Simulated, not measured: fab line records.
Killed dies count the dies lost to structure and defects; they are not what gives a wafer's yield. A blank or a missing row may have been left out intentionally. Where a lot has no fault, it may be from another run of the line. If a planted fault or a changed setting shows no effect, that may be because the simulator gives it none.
fab line records ; flow sky130 ; part 1 of 2: steps 1 to 35 of 48
record lots=5; wafers=15; last_day=49
route steps=708 shown VT_ADJUST_HVTP@87 VT_ADJUST_LVTN@97 VT_ADJUST_NCORE@119 VT_ADJUST_HVTR@131
lots that met no fault: from a run of the same line without faults
start_h: the number of hours between the record's first day and the start of the first shown wafer of the lot ; wait_h: hours since the lot's step before ; " the same as in the row above ; L1.1+2: several wafers, shown together as one row ; - either no value or no given start ; * or withheld: withheld ; < > ~ a bound
route shown NAME@n: NAME is a module with steps in the file, n the number in the route of the first one ; usual: mean/standard deviation taken from wafers without a fault ; same: alike in all rows ; chamber/n: place in a boat ; sites: readings site by site ; _std_site: standard deviation of those values ; _edge_site: mean of outer sites minus mean of inner sites ; radius_mm: how far each site lies from the wafer's centre ; mask NAME#n: copy n ; behind: tool/chamber where the wafer was last shaped ; hold: reason for holding the lot/hours on hold/outcome of the hold ; device: the n, p or np transistor that did not switch ; end of line: the tests these same wafers got at the end of their route ; step lacking rows: just its recipe ; killed: dies lost to structure and defects at the first sort, not the wafer's yield ; map: a wafer's dies, x killed, . not, _ none there
set.NAME: the setting the step ran with; set.NAME@STEP: the setting that earlier step ran with ; model.NAME: the simulator's own value behind a step, which no gauge read
lots at selected steps of the route; one table per step, one row per wafer
services: a tool's chamber out of use, with start hour (start_h, from the record's first day; less than 0 if before it), hours out, and reason
## steps
# step SKY_VT_ADJUST_HVTP_COAT_02
# recipe resist=NOVOLAK; spin_rpm=3000; resist_thk_nm=1140
lot.wafer;tool;chamber;start_h;wait_h
L075.2+3+4;litho_track-01;0;124.16;0.1
L076.3+5+6;litho_track-04;0;128.82;0.1
L079.2+3+5;litho_track-01;0;138.96;0.1
L091.3+4+5;litho_track-01;0;220.69;0.1
L095.2+3+5;litho_track-01;0;242.36;0.1
# step SKY_VT_ADJUST_HVTP_SOFTBAKE_03
# recipe temp_c=90; time_s=60; resist=NOVOLAK
lot.wafer;tool;chamber;start_h;wait_h
L075.2+3+4;litho_track-01;0;124.31;0.1
L076.3+5+6;litho_track-04;0;128.97;0.1
L079.2+3+5;litho_track-01;0;139.11;0.1
L091.3+4+5;litho_track-01;0;220.84;0.1
L095.2+3+5;litho_track-01;0;242.51;0.1
# step SKY_VT_ADJUST_HVTP_EXPOSE_04
# recipe mask_id=HVTPM; na=0.6; source_shape=conventional; sigma_outer=0.6; polarization=unpolarized; target_cd_nm=380; dose_mj=140
# same sigma_outer=0.6
lot.wafer;tool;chamber;start_h;wait_h;mask
L075.2+3+4;iline_stepper-01;0;-;-;HVTPM#0
L076.3+5+6;iline_stepper-02;0;-;-;HVTPM#0
L079.2+3+5;iline_stepper-01;0;-;-;HVTPM#0
L091.3+4+5;iline_stepper-01;0;-;-;HVTPM#0
L095.2+3+5;iline_stepper-01;0;-;-;HVTPM#0
# step SKY_VT_ADJUST_HVTP_PEB_05
# recipe temp_c=withheld; time_s=*; resist=NOVOLAK
lot.wafer;tool;chamber;start_h;wait_h
L075.2+3+4;litho_track-03;0;-;-
L076.3+5+6;litho_track-01;0;-;-
L079.2+3+5;litho_track-03;0;-;-
L091.3+4+5;litho_track-01;0;-;-
L095.2+3+5;litho_track-03;0;-;-
# step SKY_VT_ADJUST_HVTP_DEVELOP_06
# recipe resist=NOVOLAK; developer=TMAH; develop_time_s=60; dev_temp_c=23
lot.wafer;tool;chamber;start_h;wait_h
L075.2+3+4;litho_track-03;0;133.30;0.1
L076.3+5+6;litho_track-01;0;138.54;0.1
L079.2+3+5;litho_track-03;0;149.25;0.1
L091.3+4+5;litho_track-01;0;231.14;0.1
L095.2+3+5;litho_track-03;0;253.70;0.1
# step SKY_VT_ADJUST_HVTP_CD_MEAS_07
# recipe target_cd_nm=380
# usual cd_nm=380.5/2.4
lot.wafer;tool;chamber;start_h;wait_h;cd_nm
L075.2;cd_sem-01;-;133.45;0.1;379.8
L075.3;cd_sem-01;-;133.45;0.1;382.3
L075.4;cd_sem-01;-;133.45;0.1;379.2
L076.3;cd_sem-02;-;138.68;0.1;379.7
L076.5;cd_sem-02;-;138.68;0.1;382.7
L076.6;cd_sem-02;-;138.68;0.1;379.1
L079.2;cd_sem-01;-;149.40;0.1;383.9
L079.3;cd_sem-01;-;149.40;0.1;381.1
L079.5;cd_sem-01;-;149.40;0.1;380.0
L091.3;cd_sem-02;-;231.28;0.1;378.9
L091.4;cd_sem-02;-;231.28;0.1;379.8
L091.5;cd_sem-02;-;231.28;0.1;378.9
L095.2;cd_sem-02;-;253.85;0.1;383.1
L095.3;cd_sem-02;-;253.85;0.1;380.9
L095.5;cd_sem-02;-;253.85;0.1;380.7
# step SKY_VT_ADJUST_HVTP_OVL_MEAS_08
# usual VT_ADJUST_HVTP_OVL=0.1/1.2
lot.wafer;tool;chamber;start_h;wait_h;VT_ADJUST_HVTP_OVL[nm]
L075.2;overlay-02;-;133.55;0.1;0.3
L075.3;overlay-02;-;133.55;0.1;0.2
L075.4;overlay-02;-;133.55;0.1;1.2
L076.3;overlay-01;-;138.77;0.1;1.2
L076.5;overlay-01;-;138.77;0.1;0.1
L076.6;overlay-01;-;138.77;0.1;0.0
L079.2;overlay-01;-;149.50;0.1;2.3
L079.3;overlay-01;-;149.50;0.1;3.0
L079.5;overlay-01;-;149.50;0.1;-0.2
L091.3;overlay-01;-;231.37;0.1;0.1
L091.4;overlay-01;-;231.37;0.1;-1.4
L091.5;overlay-01;-;231.37;0.1;-0.1
L095.2;overlay-02;-;253.95;0.1;0.1
L095.3;overlay-02;-;253.95;0.1;1.8
L095.5;overlay-02;-;253.95;0.1;2.2
# step SKY_VT_ADJUST_HVTP_IMPLANT_09
# recipe species=As; energy_kev=150; dose_cm2=4.3e+12; tilt_deg=withheld
lot.wafer;tool;chamber;start_h;wait_h
L075.2+3+4;implanter-02;0;133.61;0.0
L076.3+5+6;implanter-02;0;138.84;0.1
L079.2+3+5;implanter-01;0;149.56;0.0
L091.3+4+5;implanter-02;0;231.44;0.1
L095.2+3+5;implanter-03;0;254.01;0.0
# step SKY_VT_ADJUST_HVTP_STRIP_10
# recipe chemistry=O2/N2; power_w=1400; pressure_mtorr=1500; platen_temp_c=withheld; o2_flow_sccm=3000; n2_flow_sccm=300; overash_fraction=0.5
# usual drypump_motor_current_A=5.8/0.47; n2_flow_sccm=300.0/0.84; oes_product_au=0.716/0.0044; strip_time_to_endpoint_s=14.21/0.038
lot.wafer;tool;chamber;start_h;wait_h;drypump_motor_current_A;n2_flow_sccm;oes_product_au;rf_hours_counter_h;strip_time_to_endpoint_s
L075.2;plasma_asher-02;1;133.73;0.1;5.4;300.1;0.717;1;14.27
L075.3;plasma_asher-02;0;133.73;0.1;5.9;299.9;0.709;-;14.21
L075.4;plasma_asher-02;1;133.73;0.1;5.3;300.2;0.723;-;14.21
L076.3;plasma_asher-03;0;138.98;0.1;6.5;301.0;0.722;-;14.23
L076.5;plasma_asher-03;1;138.98;0.1;5.6;298.9;0.714;-;14.27
L076.6;plasma_asher-03;0;138.98;0.1;6.5;300.3;0.716;-;14.25
L079.2;plasma_asher-01;1;149.68;0.1;6.3;300.4;0.713;37;14.23
L079.3;plasma_asher-01;0;149.68;0.1;5.3;301.5;0.721;-;14.21
L079.5;plasma_asher-01;0;149.68;0.1;5.3;301.2;0.718;-;14.24
L091.3;plasma_asher-03;1;231.58;0.1;5.6;300.2;0.712;-;14.23
L091.4;plasma_asher-03;0;231.58;0.1;6.5;301.0;0.722;-;14.24
L091.5;plasma_asher-03;0;231.58;0.1;6.5;300.9;0.726;-;14.27
L095.2;plasma_asher-01;1;254.13;0.1;6.3;300.5;0.718;47;14.23
L095.3;plasma_asher-01;1;254.13;0.1;6.3;299.1;0.716;-;14.22
L095.5;plasma_asher-01;1;254.13;0.1;6.3;300.2;0.725;-;14.25
# step SKY_VT_ADJUST_HVTP_TW_MEAS_11
# usual VT_ADJUST_HVTP_TW=1350/19
lot.wafer;tool;chamber;start_h;wait_h;VT_ADJUST_HVTP_TW
L075.2;film_metro-03;-;133.84;0.1;1380
L075.3;film_metro-03;-;133.84;0.1;1379
L075.4;film_metro-03;-;133.84;0.1;1386
L076.3;film_metro-02;-;139.06;0.1;1336
L076.5;film_metro-02;-;139.06;0.1;1339
L076.6;film_metro-02;-;139.06;0.1;1336
L079.2;film_metro-02;-;149.79;0.1;1319
L079.3;film_metro-02;-;149.79;0.1;1325
L079.5;film_metro-02;-;149.79;0.1;1320
L091.3;film_metro-03;-;231.66;0.1;1368
L091.4;film_metro-03;-;231.66;0.1;1373
L091.5;film_metro-03;-;231.66;0.1;1375
L095.2;film_metro-01;-;254.24;0.1;1344
L095.3;film_metro-01;-;254.24;0.1;1344
L095.5;film_metro-01;-;254.24;0.1;1341
# step SKY_VT_ADJUST_LVTN_DEHYDRATE_00
# recipe temp_c=200; time_s=60
lot.wafer;tool;chamber;start_h;wait_h
L075.2+3+4;litho_track-04;0;143.20;9.3
L076.3+5+6;litho_track-01;0;148.44;9.4
L079.2+3+5;litho_track-01;0;158.56;8.8
L091.3+4+5;litho_track-04;0;242.67;11.0
L095.2+3+5;litho_track-04;0;266.35;12.1
# step SKY_VT_ADJUST_LVTN_HMDS_01
# recipe prime_time_s=60; prime_temp_c=120
lot.wafer;tool;chamber;start_h;wait_h
L075.2+3+4;litho_track-04;0;143.35;0.1
L076.3+5+6;litho_track-01;0;148.59;0.1
L079.2+3+5;litho_track-01;0;158.71;0.1
L091.3+4+5;litho_track-04;0;242.82;0.1
L095.2+3+5;litho_track-04;0;266.50;0.1
# step SKY_VT_ADJUST_LVTN_COAT_02
# recipe spin_rpm=2000; resist_thk_nm=3000
lot.wafer;tool;chamber;start_h;wait_h
L075.2+3+4;litho_track-04;0;143.50;0.1
L076.3+5+6;litho_track-01;0;148.74;0.1
L079.2+3+5;litho_track-01;0;158.86;0.1
L091.3+4+5;litho_track-04;0;242.97;0.1
L095.2+3+5;litho_track-04;0;266.65;0.1
# step SKY_VT_ADJUST_LVTN_SOFTBAKE_03
# recipe temp_c=110; time_s=withheld
lot.wafer;tool;chamber;start_h;wait_h
L075.2+3+4;litho_track-04;0;143.66;0.1
L076.3+5+6;litho_track-01;0;148.90;0.1
L079.2+3+5;litho_track-01;0;159.02;0.1
L091.3+4+5;litho_track-04;0;243.14;0.1
L095.2+3+5;litho_track-04;0;266.81;0.1
# step SKY_VT_ADJUST_LVTN_EXPOSE_04
# recipe mask_id=NWM_COMPLEMENT_LESS_NATIVE; na=0.6; source_shape=conventional; sigma_outer=0.6; polarization=unpolarized; target_cd_nm=840; dose_mj=194
# same sigma_outer=0.6
lot.wafer;tool;chamber;start_h;wait_h;mask
L075.2+3+4;iline_stepper-01;0;-;-;NWM_COMPLEMENT_LESS_NATIVE#0
L076.3+5+6;iline_stepper-01;0;-;-;NWM_COMPLEMENT_LESS_NATIVE#0
L079.2+3+5;iline_stepper-02;0;-;-;NWM_COMPLEMENT_LESS_NATIVE#0
L091.3+4+5;iline_stepper-01;0;-;-;NWM_COMPLEMENT_LESS_NATIVE#0
L095.2+3+5;iline_stepper-02;0;-;-;NWM_COMPLEMENT_LESS_NATIVE#0
# step SKY_VT_ADJUST_LVTN_PEB_05
# recipe temp_c=115; time_s=withheld
lot.wafer;tool;chamber;start_h;wait_h
L075.2+3+4;litho_track-04;0;-;-
L076.3+5+6;litho_track-02;0;-;-
L079.2+3+5;litho_track-04;0;-;-
L091.3+4+5;litho_track-04;0;-;-
L095.2+3+5;litho_track-01;0;-;-
# step SKY_VT_ADJUST_LVTN_DEVELOP_06
# recipe wall_angle_deg=90; developer=TMAH; develop_time_s=60; dev_temp_c=23
lot.wafer;tool;chamber;start_h;wait_h
L075.2+3+4;litho_track-04;0;-;-
L076.3+5+6;litho_track-02;0;-;-
L079.2+3+5;litho_track-04;0;-;-
L091.3+4+5;litho_track-04;0;-;-
L095.2+3+5;litho_track-01;0;-;-
# step SKY_VT_ADJUST_LVTN_OVL_MEAS_07
# usual VT_ADJUST_LVTN_OVL=0.7/1.3
lot.wafer;tool;chamber;start_h;wait_h;VT_ADJUST_LVTN_OVL[nm]
L075.2;overlay-02;-;158.93;-;-0.8
L075.3;overlay-02;-;158.93;-;-0.7
L075.4;overlay-02;-;158.93;-;-0.6
L076.3;overlay-01;-;159.47;-;-0.5
L076.5;overlay-01;-;159.47;-;0.2
L076.6;overlay-01;-;159.47;-;-0.1
L079.2;overlay-01;-;168.78;-;1.6
L079.3;overlay-01;-;168.78;-;0.6
L079.5;overlay-01;-;168.78;-;1.4
L091.3;overlay-02;-;254.59;-;1.1
L091.4;overlay-02;-;254.59;-;2.0
L091.5;overlay-02;-;254.59;-;0.8
L095.2;overlay-02;-;278.44;-;0.3
L095.3;overlay-02;-;278.44;-;1.7
L095.5;overlay-02;-;278.44;-;1.8
# step SKY_VT_ADJUST_LVTN_IMPLANT_08
# recipe species=B; energy_kev=30; dose_cm2=1.57e+12; tilt_deg=withheld
lot.wafer;tool;chamber;start_h;wait_h
L075.2+3+4;implanter-04;0;158.98;0.0
L076.3+5+6;implanter-01;0;159.54;0.1
L079.2+3+5;implanter-04;0;168.83;0.0
L091.3+4+5;implanter-03;0;254.66;0.1
L095.2+3+5;implanter-01;0;278.50;0.0
# step SKY_VT_ADJUST_LVTN_STRIP_09
# recipe chemistry=O2/N2; power_w=1400; pressure_mtorr=1500; platen_temp_c=withheld; o2_flow_sccm=3000; n2_flow_sccm=300; overash_fraction=0.5
# usual drypump_motor_current_A=5.6/0.43; n2_flow_sccm=300.0/0.88; oes_product_au=0.723/0.0043; strip_time_to_endpoint_s=36.92/0.11
lot.wafer;tool;chamber;start_h;wait_h;drypump_motor_current_A;n2_flow_sccm;oes_product_au;rf_hours_counter_h;strip_time_to_endpoint_s
L075.2;plasma_asher-01;0;159.11;0.1;5.3;298.6;0.718;38;36.85
L075.3;plasma_asher-01;0;159.11;0.1;5.3;298.6;0.718;-;36.74
L075.4;plasma_asher-01;1;159.11;0.1;6.3;300.0;0.716;-;36.84
L076.3;plasma_asher-04;0;159.68;0.1;5.7;299.5;0.721;-;36.97
L076.5;plasma_asher-04;0;159.68;0.1;5.8;298.9;0.722;-;37.13
L076.6;plasma_asher-04;1;159.68;0.1;5.1;300.2;0.725;-;37.03
L079.2;plasma_asher-04;1;168.96;0.1;5.1;297.8;0.724;52;36.96
L079.3;plasma_asher-04;0;168.96;0.1;5.8;300.1;0.723;-;37.12
L079.5;plasma_asher-04;0;168.96;0.1;5.8;300.0;0.728;-;36.97
L091.3;plasma_asher-04;0;254.79;0.1;5.8;298.9;0.721;-;36.82
L091.4;plasma_asher-04;1;254.79;0.1;5.1;299.7;0.721;-;36.77
L091.5;plasma_asher-04;0;254.79;0.1;5.8;300.9;0.733;-;36.87
L095.2;plasma_asher-02;1;278.62;0.1;5.3;299.3;0.723;16;36.99
L095.3;plasma_asher-02;1;278.62;0.1;5.3;301.3;0.724;-;36.86
L095.5;plasma_asher-02;1;278.62;0.1;5.3;301.3;0.720;-;36.96
# step SKY_VT_ADJUST_LVTN_TW_MEAS_10
# usual VT_ADJUST_LVTN_TW=240/3
lot.wafer;tool;chamber;start_h;wait_h;VT_ADJUST_LVTN_TW
L075.2;film_metro-04;-;159.22;0.1;236
L075.3;film_metro-04;-;159.22;0.1;236
L075.4;film_metro-04;-;159.22;0.1;236
L076.3;film_metro-01;-;159.76;0.1;240
L076.5;film_metro-01;-;159.76;0.1;240
L076.6;film_metro-01;-;159.76;0.1;240
L079.2;film_metro-03;-;169.07;0.1;244
L079.3;film_metro-03;-;169.07;0.1;245
L079.5;film_metro-03;-;169.07;0.1;245
L091.3;film_metro-04;-;254.88;0.1;239
L091.4;film_metro-04;-;254.88;0.1;239
L091.5;film_metro-04;-;254.88;0.1;239
L095.2;film_metro-03;-;278.73;0.1;242
L095.3;film_metro-03;-;278.73;0.1;243
L095.5;film_metro-03;-;278.73;0.1;243
# step SKY_VT_ADJUST_LVTN_DEHYDRATE_11
# recipe temp_c=200; time_s=60
lot.wafer;tool;chamber;start_h;wait_h
L075.2+3+4;litho_track-02;0;168.23;9.0
L076.3+5+6;litho_track-01;0;168.64;8.9
L079.2+3+5;litho_track-01;0;179.16;10.1
L091.3+4+5;litho_track-04;0;267.02;12.1
L095.2+3+5;litho_track-02;0;291.33;12.6
# step SKY_VT_ADJUST_LVTN_HMDS_12
# recipe prime_time_s=60; prime_temp_c=120
lot.wafer;tool;chamber;start_h;wait_h
L075.2+3+4;litho_track-02;0;168.38;0.1
L076.3+5+6;litho_track-01;0;168.79;0.1
L079.2+3+5;litho_track-01;0;179.31;0.1
L091.3+4+5;litho_track-04;0;267.17;0.1
L095.2+3+5;litho_track-02;0;291.48;0.1
# step SKY_VT_ADJUST_LVTN_COAT_13
# recipe resist=NOVOLAK; spin_rpm=3000; resist_thk_nm=1140
lot.wafer;tool;chamber;start_h;wait_h
L075.2+3+4;litho_track-02;0;168.53;0.1
L076.3+5+6;litho_track-01;0;168.94;0.1
L079.2+3+5;litho_track-01;0;179.46;0.1
L091.3+4+5;litho_track-04;0;267.32;0.1
L095.2+3+5;litho_track-02;0;291.63;0.1
# step SKY_VT_ADJUST_LVTN_SOFTBAKE_14
# recipe temp_c=90; time_s=60; resist=NOVOLAK
lot.wafer;tool;chamber;start_h;wait_h
L075.2+3+4;litho_track-02;0;168.68;0.1
L076.3+5+6;litho_track-01;0;169.09;0.1
L079.2+3+5;litho_track-01;0;179.61;0.1
L091.3+4+5;litho_track-04;0;267.47;0.1
L095.2+3+5;litho_track-02;0;291.78;0.1
# step SKY_VT_ADJUST_LVTN_EXPOSE_15
# recipe mask_id=HVN_STD_DERIVED; na=0.6; source_shape=conventional; sigma_outer=0.6; polarization=unpolarized; target_cd_nm=600; dose_mj=163
# same sigma_outer=0.6
lot.wafer;tool;chamber;start_h;wait_h;mask
L075.2+3+4;iline_stepper-01;0;-;-;HVN_STD_DERIVED#0
L076.3+5+6;iline_stepper-02;0;-;-;HVN_STD_DERIVED#0
L079.2+3+5;iline_stepper-01;0;-;-;HVN_STD_DERIVED#0
L091.3+4+5;iline_stepper-01;0;-;-;HVN_STD_DERIVED#0
L095.2+3+5;iline_stepper-02;0;-;-;HVN_STD_DERIVED#0
# step SKY_VT_ADJUST_LVTN_PEB_16
# recipe temp_c=withheld; time_s=*; resist=NOVOLAK
lot.wafer;tool;chamber;start_h;wait_h
L075.2+3+4;litho_track-02;0;-;-
L076.3+5+6;litho_track-02;0;-;-
L079.2+3+5;litho_track-02;0;-;-
L091.3+4+5;litho_track-02;0;-;-
L095.2+3+5;litho_track-04;0;-;-
# step SKY_VT_ADJUST_LVTN_DEVELOP_17
# recipe resist=NOVOLAK; developer=TMAH; develop_time_s=60; dev_temp_c=23
lot.wafer;tool;chamber;start_h;wait_h
L075.2+3+4;litho_track-02;0;179.28;0.1
L076.3+5+6;litho_track-02;0;179.61;0.1
L079.2+3+5;litho_track-02;0;189.28;0.1
L091.3+4+5;litho_track-02;0;279.61;0.1
L095.2+3+5;litho_track-04;0;303.30;0.1
# step SKY_VT_ADJUST_LVTN_OVL_MEAS_18
# usual VT_ADJUST_LVTN_01_OVL=0.6/1.4
lot.wafer;tool;chamber;start_h;wait_h;VT_ADJUST_LVTN_01_OVL[nm]
L075.2;overlay-02;-;179.41;0.1;1.7
L075.3;overlay-02;-;179.41;0.1;0.3
L075.4;overlay-02;-;179.41;0.1;1.5
L076.3;overlay-01;-;179.72;0.1;0.8
L076.5;overlay-01;-;179.72;0.1;0.0
L076.6;overlay-01;-;179.72;0.1;-0.7
L079.2;overlay-02;-;189.41;0.1;-1.6
L079.3;overlay-02;-;189.41;0.1;-1.3
L079.5;overlay-02;-;189.41;0.1;-0.8
L091.3;overlay-02;-;279.72;0.1;1.1
L091.4;overlay-02;-;279.72;0.1;-1.2
L091.5;overlay-02;-;279.72;0.1;-1.4
L095.2;overlay-02;-;303.43;0.1;0.9
L095.3;overlay-02;-;303.43;0.1;0.2
L095.5;overlay-02;-;303.43;0.1;0.7
# step SKY_VT_ADJUST_LVTN_IMPLANT_19
# recipe species=B; energy_kev=30; dose_cm2=6.5e+11; tilt_deg=withheld
lot.wafer;tool;chamber;start_h;wait_h
L075.2+3+4;implanter-04;0;179.47;0.0
L076.3+5+6;implanter-04;0;179.79;0.1
L079.2+3+5;implanter-04;0;189.47;0.0
L091.3+4+5;implanter-01;0;279.79;0.1
L095.2+3+5;implanter-01;0;303.48;0.0
# step SKY_VT_ADJUST_LVTN_STRIP_20
# recipe chemistry=O2/N2; power_w=1400; pressure_mtorr=1500; platen_temp_c=withheld; o2_flow_sccm=3000; n2_flow_sccm=300; overash_fraction=0.5
# usual drypump_motor_current_A=5.6/0.39; n2_flow_sccm=300.2/0.83; oes_product_au=0.716/0.0048; strip_time_to_endpoint_s=14.19/0.033
lot.wafer;tool;chamber;start_h;wait_h;drypump_motor_current_A;n2_flow_sccm;oes_product_au;rf_hours_counter_h;strip_time_to_endpoint_s
L075.2;plasma_asher-04;1;179.59;0.1;5.1;300.4;0.715;53;14.23
L075.3;plasma_asher-04;1;179.59;0.1;5.1;300.1;0.720;-;14.21
L075.4;plasma_asher-04;0;179.59;0.1;5.7;299.7;0.720;-;14.22
L076.3;plasma_asher-04;0;179.93;0.1;5.8;299.4;0.718;-;14.18
L076.5;plasma_asher-04;0;179.93;0.1;5.8;299.7;0.716;-;14.19
L076.6;plasma_asher-04;1;179.93;0.1;5.0;300.1;0.712;-;14.17
L079.2;plasma_asher-04;1;189.59;0.1;5.1;300.8;0.728;54;14.19
L079.3;plasma_asher-04;0;189.59;0.1;5.8;298.7;0.717;-;14.23
L079.5;plasma_asher-04;0;189.59;0.1;5.7;300.4;0.716;-;14.26
L091.3;plasma_asher-02;1;279.93;0.1;5.3;301.6;0.714;-;14.18
L091.4;plasma_asher-02;0;279.93;0.1;5.9;300.7;0.713;-;14.16
L091.5;plasma_asher-02;1;279.93;0.1;5.3;300.6;0.722;-;14.16
L095.2;plasma_asher-02;0;303.61;0.1;5.9;300.4;0.718;18;14.21
L095.3;plasma_asher-02;0;303.61;0.1;5.9;300.6;0.719;-;14.20
L095.5;plasma_asher-02;0;303.61;0.1;5.9;301.7;0.720;-;14.24
# step SKY_VT_ADJUST_LVTN_TW_MEAS_21
# usual VT_ADJUST_LVTN_2_TW=188.0/2.2
lot.wafer;tool;chamber;start_h;wait_h;VT_ADJUST_LVTN_2_TW
L075.2;film_metro-03;-;179.70;0.1;190.2
L075.3;film_metro-03;-;179.70;0.1;190.1
L075.4;film_metro-03;-;179.70;0.1;189.8
L076.3;film_metro-01;-;180.01;0.1;186.2
L076.5;film_metro-01;-;180.01;0.1;186.3
L076.6;film_metro-01;-;180.01;0.1;186.2
L079.2;film_metro-01;-;189.70;0.1;185.6
L079.3;film_metro-01;-;189.70;0.1;186.6
L079.5;film_metro-01;-;189.70;0.1;185.7
L091.3;film_metro-01;-;280.01;0.1;187.7
L091.4;film_metro-01;-;280.01;0.1;186.7
L091.5;film_metro-01;-;280.01;0.1;185.5
L095.2;film_metro-01;-;303.72;0.1;187.0
L095.3;film_metro-01;-;303.72;0.1;186.3
L095.5;film_metro-01;-;303.72;0.1;187.8
# step SKY_VT_ADJUST_NCORE_DEHYDRATE_00
# recipe temp_c=200; time_s=60
lot.wafer;tool;chamber;start_h;wait_h
L075.2+3+4;litho_track-02;0;188.53;8.8
L076.3+5+6;litho_track-03;0;189.28;9.3
L079.2+3+5;litho_track-02;0;200.38;10.7
L091.3+4+5;litho_track-02;0;292.31;12.3
L095.2+3+5;litho_track-03;0;316.10;12.4
# step SKY_VT_ADJUST_NCORE_HMDS_01
# recipe prime_time_s=60; prime_temp_c=120
lot.wafer;tool;chamber;start_h;wait_h
L075.2+3+4;litho_track-02;0;188.68;0.1
L076.3+5+6;litho_track-03;0;189.43;0.1
L079.2+3+5;litho_track-02;0;200.53;0.1
L091.3+4+5;litho_track-02;0;292.46;0.1
L095.2+3+5;litho_track-03;0;316.25;0.1
# step SKY_VT_ADJUST_NCORE_COAT_02
# recipe resist=NOVOLAK; spin_rpm=3000; resist_thk_nm=1140
lot.wafer;tool;chamber;start_h;wait_h
L075.2+3+4;litho_track-02;0;188.83;0.1
L076.3+5+6;litho_track-03;0;189.58;0.1
L079.2+3+5;litho_track-02;0;200.68;0.1
L091.3+4+5;litho_track-02;0;292.61;0.1
L095.2+3+5;litho_track-03;0;316.40;0.1
